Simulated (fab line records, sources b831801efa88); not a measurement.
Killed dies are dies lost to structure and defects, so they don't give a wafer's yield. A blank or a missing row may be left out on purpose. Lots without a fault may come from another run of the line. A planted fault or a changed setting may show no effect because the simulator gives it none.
One fault seen from 2 desks | flow gf180mcu | each desk has only its own numbers; what lay behind them comes last

THE METROLOGY DESK
What the gauges read, lot by lot, whatever tool the lot ran on: means of the sampled wafers that have a number. A lot is out of limits, marked OUT, if its mean lies more than 4 standard deviations from the usual mean; the brackets give that distance.
Columns: A = cd_nm at GF_V4_CD_MEAS_14, usual 259.8 nm; B = V4_OVL at GF_V4_OVL_MEAS_15, usual -1 nm
lot  | first seen here | A     | B
L885 | day 24 06:26    | 260.9 | -2
L895 | day 27 19:07    | 260.3 | -9
L897 | day 28 17:40    | 259.3 | -2
L900 | day 29 22:23    | 258.8 | -1
L904 | day 30 20:31    | 259.7 | 3
L905 | day 31 01:38    | 262.4 | -3
This desk's finding: nothing out of limits on any of the 6 lots.

THE TOOL OWNER'S DESK: pvd_sputter-04
The tool's own readings at GF_V4_SPUTTER_21 (material Ti, target thk 15 nm, time 80.02 s): means of the sampled wafers that have a number, for each lot that ran on this tool. A lot is out of limits, marked OUT, if its mean lies more than 4 standard deviations from the usual mean; the brackets give that distance.
Columns: A = throttle_valve_pct at GF_V4_SPUTTER_21, usual 30.2 %
lot  | first seen here | A
L895 | day 27 19:57    | 29.5
L897 | day 28 18:31    | 30.1
L905 | day 31 02:29    | 29.2
This desk's finding: nothing out of limits on any of the 3 lots.

PUT TOGETHER
The metrology desk saw nothing out of limits.
The tool owner's desk saw nothing out of limits.

WHAT THE SIMULATOR HAD PUT IN
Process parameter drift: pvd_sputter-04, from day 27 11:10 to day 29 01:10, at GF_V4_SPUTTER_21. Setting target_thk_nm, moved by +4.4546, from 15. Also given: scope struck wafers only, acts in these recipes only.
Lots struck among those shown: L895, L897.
